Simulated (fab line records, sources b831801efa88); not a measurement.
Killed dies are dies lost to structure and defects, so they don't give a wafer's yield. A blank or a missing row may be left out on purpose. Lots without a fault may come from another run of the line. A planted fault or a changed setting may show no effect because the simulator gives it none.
Which tool did it? | flow sky130 | 13 lots, 38 wafers sampled, at 5 steps of a route of 708

WHAT THE GAUGES READ, wafer by wafer
SKY_GATE_OXIDE_OVL_MEAS_10. Usual: GATE_OXIDE_OVL 0.6 nm, standard deviation 1.1.
lot  | measured     | on         | GATE_OXIDE_OVL (nm) | flag
L605 | day 13 19:08 | overlay-01 | -1.6 -0.4 -0.8      |
L607 | day 14 18:35 | overlay-02 | -2.5 -0.1 0.3       |
L608 | day 15 02:41 | overlay-01 | 0.4 0.5 1.7         |
L610 | day 15 12:14 | overlay-01 | 1.5 2.8 0.8         |
L611 | day 15 19:17 | overlay-01 | -0.2 -0.1 1.3       |
L612 | day 16 02:35 | overlay-01 | 0.0 0.5 2.3         |
L613 | day 16 12:47 | overlay-02 | 2.8 0.9 0.4         |
L615 | day 17 16:08 | overlay-02 | 1.7 2.6 0.8         |
L616 | day 18 00:23 | overlay-02 | 1.2 -0.2 0.0        |
L617 | day 18 00:41 | overlay-01 | 1.9 1.6 0.9         |
L621 | day 19 18:47 | overlay-01 | 0.1 1.0 2.3         |
L626 | day 21 01:39 | overlay-01 | 0.7 1.8             |
L627 | day 21 01:56 | overlay-01 | 0.9 1.5 0.3         |

SKY_LDD_HVN_TW_MEAS_10. Usual: LDD_HVN_TW 1445, standard deviation 13.
lot  | measured     | on            | LDD_HVN_TW     | flag
L605 | day 20 05:55 | film_metro-01 | 1432 1431 1439 |
L607 | day 21 10:47 | film_metro-01 | 1443 1453 1441 |
L608 | day 21 21:55 | film_metro-02 | 1439 1436 1444 |
L610 | day 22 06:51 | film_metro-02 | 1434 1433 1442 |
L611 | day 22 14:16 | film_metro-01 | 1451 1458 1452 |
L612 | day 22 23:10 | film_metro-01 | 1448 1443 1443 |
L613 | day 23 14:28 | film_metro-01 | 1442 1447 1433 |
L615 | day 24 14:23 | film_metro-04 | 1468 1478 1470 |
L616 | day 24 21:01 | film_metro-01 | 1449 1446 1455 |
L617 | day 24 20:25 | film_metro-02 | 1442 1436 1434 |
L621 | day 26 09:40 | film_metro-01 | 1434 1445 1437 |
L626 | day 27 15:08 | film_metro-04 | 1385 1461      |
L627 | day 27 16:02 | film_metro-04 | 1456 1465 1460 |

SKY_LDD_HVP_OVL_MEAS_07. Usual: LDD_HVP_OVL 0.0 nm, standard deviation 1.6.
lot  | measured     | on         | LDD_HVP_OVL (nm) | flag
L605 | day 21 12:22 | overlay-01 | 1.2 0.8 2.0      |
L607 | day 22 17:07 | overlay-01 | -0.9 -0.4 -0.4   |
L608 | day 23 04:37 | overlay-01 | -3.7 -1.9 -1.1   |
L610 | day 23 12:56 | overlay-02 | -0.8 2.0 1.3     |
L611 | day 23 20:52 | overlay-01 | 0.3 0.6 1.0      |
L612 | day 24 04:35 | overlay-01 | -0.2 -0.6 -0.7   |
L613 | day 24 20:25 | overlay-01 | -3.4 -2.6 -2.7   |
L615 | day 25 19:20 | overlay-02 | 1.6 1.1 0.4      |
L616 | day 26 01:50 | overlay-02 | -1.8 -1.3 -3.0   |
L617 | day 26 01:43 | overlay-02 | 1.1 0.8 2.8      |
L621 | day 27 13:20 | overlay-02 | 0.4 -1.3 1.5     |
L626 | day 28 19:44 | overlay-01 | -1.5 -1.9        |
L627 | day 28 20:19 | overlay-01 | 1.5 0.0 2.2      |

SKY_LDD_LDN_OVL_MEAS_07. Usual: LDD_LDN_OVL 0.5 nm, standard deviation 1.4.
lot  | measured     | on         | LDD_LDN_OVL (nm) | flag
L605 | day 22 18:44 | overlay-01 | -1.4 0.6 0.0     |
L607 | day 23 23:41 | overlay-02 | 1.5 -0.1 0.9     |
L608 | day 24 10:11 | overlay-01 | 1.0 0.3 0.7      |
L610 | day 24 18:29 | overlay-02 | 1.6 -0.8 2.2     |
L611 | day 25 02:37 | overlay-02 | 1.0 -0.2 -1.2    |
L612 | day 25 10:59 | overlay-01 | 1.7 -0.6 1.4     |
L613 | day 26 01:50 | overlay-01 | 1.9 1.6 2.3      |
L615 | day 26 23:56 | overlay-01 | 1.9 2.4 1.5      |
L616 | day 27 07:14 | overlay-02 | -2.2 -2.8 -2.2   |
L617 | day 27 06:56 | overlay-01 | -0.3 -0.7 -0.5   |
L621 | day 28 17:20 | overlay-01 | -1.1 0.5 -1.1    |
L626 | day 29 23:20 | overlay-02 | 0.7 0.7          |
L627 | day 30 00:40 | overlay-01 | -0.1 -1.6 0.6    |

WHICH TOOL RAN EACH LOT (tool, then ch and the chambers of the sampled wafers, then the start)
lot  | SKY_LDD_HVN_IMPLANT_08
L605 | implanter-02 ch 0, day 20 05:40
L607 | implanter-02 ch 0, day 21 10:33
L608 | implanter-03 ch 0, day 21 21:40
L610 | implanter-02 ch 0, day 22 06:39
L611 | implanter-02 ch 0, day 22 14:01
L612 | implanter-03 ch 0, day 22 22:55
L613 | implanter-02 ch 0, day 23 14:13
L615 | implanter-02 ch 0, day 24 14:10
L616 | implanter-01 ch 0, day 24 20:46
L617 | implanter-01 ch 0, day 24 20:10
L621 | implanter-03 ch 0, day 26 09:25
L626 | implanter-02 ch 0, day 27 14:55
L627 | implanter-03 ch 0, day 27 15:48
- SKY_LDD_HVN_IMPLANT_08

WHAT THE TOOLS THEMSELVES READ (means of the sampled wafers that have a number; where no wafer has one, the mark that the record gives instead)
SKY_LDD_HVN_IMPLANT_08. Usual: beam_on_s 10.00 s, standard deviation 0.2.
lot  | tool         | beam_on_s (s) | flag
L605 | implanter-02 | 10.24         |
L607 | implanter-02 | 9.89          |
L608 | implanter-03 | 9.83          |
L610 | implanter-02 | 9.90          |
L611 | implanter-02 | 10.02         |
L612 | implanter-03 | 9.84          |
L613 | implanter-02 | 9.76          |
L615 | implanter-02 | 10.17         |
L616 | implanter-01 | 9.97          |
L617 | implanter-01 | 10.08         |
L621 | implanter-03 | 9.97          |
L626 | implanter-02 | 10.13         |
L627 | implanter-03 | 10.16         |

THE ANSWER, worked out from the rows above alone
Rule: a lot is off if the mean of its wafers that have a number lies more than 3 standard deviations from the usual mean. A lot without any number at a reading at which 4 lots or more have one is off too. The other lots that the step has rows for count as sound. The gauges are gone through in route order, then the tools' own readings, and for those a lot's mean is taken as printed above. The first step at which some lot is off is used, and at that step the reading that is off furthest; a lot without a number counts as furthest.
No lot is off at any reading shown: from this, nothing can be told.

WHAT THE SIMULATOR HAD PUT IN
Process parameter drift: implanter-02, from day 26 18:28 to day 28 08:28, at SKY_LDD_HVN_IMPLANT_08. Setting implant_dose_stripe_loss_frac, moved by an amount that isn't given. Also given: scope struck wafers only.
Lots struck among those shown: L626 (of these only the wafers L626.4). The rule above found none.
